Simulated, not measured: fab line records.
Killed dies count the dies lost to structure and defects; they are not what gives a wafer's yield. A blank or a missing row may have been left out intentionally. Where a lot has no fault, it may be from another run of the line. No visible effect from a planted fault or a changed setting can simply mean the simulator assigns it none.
A struck lot beside a sound one ; flow sky130 ; 43 steps out of a route of 708
Sound: the wafers L416.1, L416.2, L416.4. Struck: wafers L428.4, L428.5 (left out: L428.6, a lot-mate that was not struck); the cause follows at the end.
Order at every step that has rows: each side's tool, ch and its chambers, its first start. Under that, the readings that differ: sound wafers ; struck wafers ; difference of the means ; sigmas: that difference in standard deviations of wafers without a fault.
alike: words and numbers the same on both sides, and readings whose means are apart by under 2 such deviations; not compared: readings that were withheld, readings missing a value for some wafer, numbers with overlapping values and no deviation given by the record, and bounds like >300 which may hide the same value.
A row with sigmas, a row that says differs or no value, or rows on one side alone: a step with any of these is where the two part. Numbers that have no deviation but don't overlap get no sigmas and don't part them. A reading missing from all wafers of one side parts the sides only when that side holds two or more wafers.

first, 1 step without rows for these wafers: SKY_VT_ADJUST_HVTR_IMPLANT_09.
SKY_VT_ADJUST_HVTR_STRIP_10: strips in O2/N2.
  sound on plasmaAsher-02 ch 0,1, day 9 18:40; struck on plasmaAsher-02 ch 0,1, day 13 08:58
  alike: drypumpMotorCurrentA, oesProductAu, stripTimeToEndpointS
  not compared: rfHoursCounterH
SKY_VT_ADJUST_HVTR_TW_MEAS_11:
  sound on filmMetro-04 at day 9 18:46; struck on filmMetro-04 at day 13 09:04
  alike: VT_ADJUST_HVTR_TW
then, 7 steps without rows for these wafers: SKY_VT_ADJUST_PCH_DEHYDRATE_00 (time 60 s); SKY_VT_ADJUST_PCH_HMDS_01 (prime time 60 s); SKY_VT_ADJUST_PCH_COAT_02 (resist thk 3000 nm); SKY_VT_ADJUST_PCH_SOFTBAKE_03; SKY_VT_ADJUST_PCH_EXPOSE_04 (exposes mask NWM, target cd 840 nm); SKY_VT_ADJUST_PCH_PEB_05; SKY_VT_ADJUST_PCH_DEVELOP_06 (develop time 60 s).
SKY_VT_ADJUST_PCH_OVL_MEAS_07:
  sound on overlay-02 at day 10 16:28; struck on overlay-01 at day 14 10:59
  alike: VT_ADJUST_PCH_OVL
then, 1 step without rows for these wafers: SKY_VT_ADJUST_PCH_IMPLANT_08.
SKY_VT_ADJUST_PCH_STRIP_09: strips in O2/N2.
  sound on plasmaAsher-02 ch 0,1, day 10 16:39; struck on plasmaAsher-04 ch 0, day 14 11:11
reading;sound;struck;difference;sigmas
drypumpMotorCurrentA (A);6.0 5.5 6.0;4.8 4.8;-1.0;-2
  alike: oesProductAu, stripTimeToEndpointS
  not compared: rfHoursCounterH
SKY_VT_ADJUST_PCH_TW_MEAS_10:
  sound on filmMetro-03 at day 10 16:45; struck on filmMetro-03 at day 14 11:17
  alike: VT_ADJUST_PCH_TW
then, 7 steps without rows for these wafers: SKY_SONOS_TUNNEL_DEHYDRATE_00 (time 60 s); SKY_SONOS_TUNNEL_HMDS_01 (prime time 60 s); SKY_SONOS_TUNNEL_COAT_02 (resist thk 1140 nm); SKY_SONOS_TUNNEL_SOFTBAKE_03 (time 60 s); SKY_SONOS_TUNNEL_EXPOSE_04 (exposes mask TUNM, target cd 410 nm); SKY_SONOS_TUNNEL_PEB_05; SKY_SONOS_TUNNEL_DEVELOP_06 (develop time 60 s).
SKY_SONOS_TUNNEL_CD_MEAS_07: target cd 410 nm.
  sound on cdSem-02 at day 11 15:20; struck on cdSem-02 at day 15 13:55
  alike: cdNm
SKY_SONOS_TUNNEL_OVL_MEAS_08:
  sound on overlay-01 at day 11 15:28; struck on overlay-01 at day 15 14:00
  alike: SONOS_TUNNEL_OVL
then, 3 steps without rows for these wafers: SKY_SONOS_TUNNEL_IMPLANT_09; SKY_SONOS_TUNNEL_WET_ETCH_10 (etches SiO2 in dHF, target depth 14 nm, time 280 s); SKY_SONOS_TUNNEL_STRIP_11 (strips in SPM, time 600 s).
SKY_SONOS_TUNNEL_TW_MEAS_12:
  sound on filmMetro-01 at day 11 15:57; struck on filmMetro-01 at day 15 14:28
  alike: SONOS_TUNNEL_TW
then, 2 steps without rows for these wafers: SKY_SONOS_TUNNEL_CLEAN_13 (cleans in dHF, time 20 s); SKY_SONOS_ONO_OXIDATION_00 (stabilise 600 s, purge 300 s, target thk 2.6 nm).
SKY_SONOS_ONO_THK_MEAS_01:
  sound on filmMetro-01 at day 11 18:18; struck on filmMetro-01 at day 15 17:37
  alike: SONOS_ONO_OXIDATION_THK
then, 1 step without rows for these wafers: SKY_SONOS_ONO_CVD_02 (deposits Si3N4 from DCS/NH3, target thk 10.5 nm, time 180 s).
SKY_SONOS_ONO_THK_MEAS_03:
  sound on filmMetro-02 at day 11 20:49; struck on filmMetro-02 at day 15 21:07
  alike: SONOS_ONO_CVD_02_THK
then, 1 step without rows for these wafers: SKY_SONOS_ONO_CVD_04 (deposits SiO2 from SiH4/N2O, target thk 5.7199 nm).
SKY_SONOS_ONO_THK_MEAS_05:
  sound on filmMetro-04 at day 11 22:07; struck on filmMetro-01 at day 15 22:25
  alike: SONOS_ONO_CVD_04_THK
then, 7 steps without rows for these wafers: SKY_SONOS_ONO_DEHYDRATE_06 (time 60 s); SKY_SONOS_ONO_HMDS_07 (prime time 60 s); SKY_SONOS_ONO_COAT_08 (resist thk 1140 nm); SKY_SONOS_ONO_SOFTBAKE_09 (time 60 s); SKY_SONOS_ONO_EXPOSE_10 (exposes mask ONOM, target cd 410 nm); SKY_SONOS_ONO_PEB_11; SKY_SONOS_ONO_DEVELOP_12 (develop time 60 s).
SKY_SONOS_ONO_CD_MEAS_13: target cd 410 nm.
  sound on cdSem-01 at day 12 22:32; struck on cdSem-01 at day 17 02:50
  alike: cdNm
-- a jump in the record: the struck wafers' starts before and after are 32 days apart (it breaks off in module SONOS_ONO and resumes in module PAD_OPEN, where the first step shown is number 708 of the route) --
SKY_PAD_OPEN_PROBE_99:
  rows exist in the record for the struck wafers here (prober-01, day 49 03:56), but not for the sound ones

## WHERE THEY PART
First at SKY_VT_ADJUST_PCH_STRIP_09; last, within this record, at SKY_PAD_OPEN_PROBE_99.

WHY: what had been put in by the simulator
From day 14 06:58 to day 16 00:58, plasmaAsher-04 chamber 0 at SKY_VT_ADJUST_PCH_STRIP_09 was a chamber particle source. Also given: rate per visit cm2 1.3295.
